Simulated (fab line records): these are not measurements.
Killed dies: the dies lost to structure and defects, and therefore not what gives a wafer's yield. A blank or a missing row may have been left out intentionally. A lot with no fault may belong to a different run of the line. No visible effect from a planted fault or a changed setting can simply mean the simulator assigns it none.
Comparing a struck lot with a sound one || flow sky130 || 33 steps out of a route of 708
Sound: wafers L384.1, L384.3, L384.4. Struck: wafers L389.2, L389.3, L389.6. The cause is named last.
Per side, at each step with rows, come the tool, then ch with its chambers, and then its first start. Under that, the readings that differ: sound wafers || struck wafers || difference of the means || sigmas: that difference in standard deviations of wafers without a fault.
alike: readings with means less than 2 such deviations apart, plus words and numbers identical on both sides. not compared: withheld readings, readings lacking a value on some wafer, bounds such as >300 that could conceal the same value, and numbers that have no deviation in the record and whose values overlap.
Wherever a step has rows on one side only, a row that says differs or no value, or a row with sigmas, the two part there. Numbers that have no deviation but don't overlap get no sigmas and don't part them. Lack of a reading on every wafer of one side parts them only where that side has two or more wafers.

first, 7 steps without rows for these wafers: SKY_SONOS_TUNNEL_DEVELOP_06 (develop time 60 s); SKY_SONOS_TUNNEL_IMPLANT_09; SKY_SONOS_TUNNEL_WET_ETCH_10 (etches SiO2 in dHF, target depth 14 nm, time 280 s); SKY_SONOS_TUNNEL_STRIP_11 (strips in SPM, time 600 s); SKY_SONOS_TUNNEL_CLEAN_13 (cleans in dHF, time 20 s); SKY_SONOS_ONO_OXIDATION_00 (stabilise 600 s, purge 300 s, target thk 2.6 nm); SKY_SONOS_ONO_CVD_02 (deposits Si3N4 from DCS/NH3, target thk 10.5 nm, time 180 s).
SKY_SONOS_ONO_CVD_04: deposits SiO2 from SiH4/N2O, target thk 5.7199 nm.
  sound on lpcvd-03 ch 1, day 13 09:36; struck on lpcvd-03 ch 1, day 15 00:32
{"reading": "model.SiO2_of_SONOS_ONO_CVD_04.thk_nm (nm)", "sound": "5.872 5.895 5.758", "struck": "3.935 3.88 3.938", "difference": -1.924, "sigmas": ""}
  alike: spike_tc_centre_C
SKY_SONOS_ONO_THK_MEAS_05:
  sound: film_metro-03 at day 13 10:51; struck: film_metro-03 at day 15 02:01
{"reading": "SONOS_ONO_CVD_04_THK (nm)", "sound": "5.88 5.93 5.76", "struck": "3.94 3.91 3.92", "difference": -1.93, "sigmas": -20}
  not compared: hold
then, 22 steps without rows for these wafers: SKY_SONOS_ONO_HMDS_07 (prime time 60 s); SKY_SONOS_ONO_COAT_08 (resist thk 1140 nm); SKY_SONOS_ONO_SOFTBAKE_09 (time 60 s); SKY_SONOS_ONO_EXPOSE_10 (exposes mask ONOM, target cd 410 nm); SKY_SONOS_ONO_PEB_11; SKY_SONOS_ONO_DEVELOP_12 (develop time 60 s); SKY_SONOS_ONO_ETCH_15 (etches the open film in CHF3/O2, target depth 19.52 nm, time 7.8 s); SKY_SONOS_ONO_WET_ETCH_16 (etches SiO2 in dHF, target depth 14 nm, time 280 s); SKY_SONOS_ONO_STRIP_17 (strips in O2/N2); SKY_SONOS_ONO_WET_ETCH_18 (etches Si3N4 in H3PO4, target depth 15 nm, time 172 s); SKY_GATE_OXIDE_CLEAN_00 (cleans in SC1/SC2, time 150 s); SKY_GATE_OXIDE_OXIDATION_01 (stabilise 600 s, purge 300 s, target thk 10.268 nm); SKY_GATE_OXIDE_DEHYDRATE_03 (time 60 s); SKY_GATE_OXIDE_HMDS_04 (prime time 60 s); SKY_GATE_OXIDE_COAT_05 (resist thk 1140 nm); SKY_GATE_OXIDE_SOFTBAKE_06 (time 60 s); SKY_GATE_OXIDE_EXPOSE_07 (exposes mask LVOM, target cd 600 nm); SKY_GATE_OXIDE_PEB_08; SKY_GATE_OXIDE_DEVELOP_09 (develop time 60 s); SKY_GATE_OXIDE_IMPLANT_11; SKY_GATE_OXIDE_WET_ETCH_12 (etches SiO2 in dHF, target depth 16.8 nm, time 336 s); SKY_GATE_OXIDE_STRIP_13 (strips in O2/N2).
-- the record jumps here: 2 days lie between the struck wafers' starts before and after --
SKY_GATE_OXIDE_CLEAN_15: cleans in SC1/SC2, time 150 s.
  sound on wet_bench-02 ch 3, day 15 18:38; struck on wet_bench-02 ch 0, day 17 13:00
{"reading": "model.SiO2_of_SONOS_ONO_CVD_04.thk_nm (nm)", "sound": "4.365 4.389 4.254", "struck": "2.392 2.346 2.399", "difference": -1.957, "sigmas": ""}
-- record jumps: 31 days separate the struck wafers' starts on either side; left off in module GATE_OXIDE, taken up again in module PAD_OPEN, whose first shown step is the route's number 708 --
SKY_PAD_OPEN_PROBE_99:
  sound: prober-01 at day 47 03:22; struck: prober-02 at day 48 09:26
{"reading": "model.etest.sonos_uncharged.r_on_ohm_um", "sound": "824.5 828.3 826.4", "struck": "752.6 749.8 742.6", "difference": -78.1, "sigmas": ""}
{"reading": "model.etest.sonos_erased.drive_ua_um", "sound": "206.1 207.3 173.9", "struck": "211.3 232.5 251.3", "difference": "+35.9", "sigmas": ""}
{"reading": "model.etest.cap_ono.gate_log10_a_cm2", "sound": "-8.017 -7.96 -7.937", "struck": "-5.653 -5.609 -5.6", "difference": "+2.351", "sigmas": ""}
{"reading": "model.etest.cap_ono.gate_bv_v (V)", "sound": "16.2 16.35 16.4", "struck": "14.54 14.09 14.29", "difference": -2.01, "sigmas": ""}
{"reading": "model.etest.cap_ono.tox_acc_nm (nm)", "sound": "12.88 12.86 12.85", "struck": "11.08 11.02 11.03", "difference": -1.82, "sigmas": ""}
{"reading": "model.etest.sonos_programmed.vt_v (V)", "sound": "1.459 1.472 1.493", "struck": "1.925 1.974 1.928", "difference": "+0.468", "sigmas": ""}
{"reading": "model.etest.sonos_baked.vt_v (V)", "sound": "0.9516 0.9426 0.9672", "struck": "1.286 1.292 1.275", "difference": "+0.331", "sigmas": ""}
{"reading": "model.etest.sonos_erased.vt_v (V)", "sound": "-2.327 -2.343 -2.286", "struck": "-2.424 -2.416 -2.493", "difference": -0.126, "sigmas": ""}
  alike: killed_at_M0_to_M3, killed_at_M4_up, killed_at_contacts, killed_at_front_end, killed_at_other, killed_dies, killed_open, killed_short

WHERE THEY PART
At SKY_SONOS_ONO_THK_MEAS_05 and nowhere else, as far as this record goes. Later steps at which nothing parts them and some readings are alike: SKY_PAD_OPEN_PROBE_99.

WHY: the cause the simulator had injected
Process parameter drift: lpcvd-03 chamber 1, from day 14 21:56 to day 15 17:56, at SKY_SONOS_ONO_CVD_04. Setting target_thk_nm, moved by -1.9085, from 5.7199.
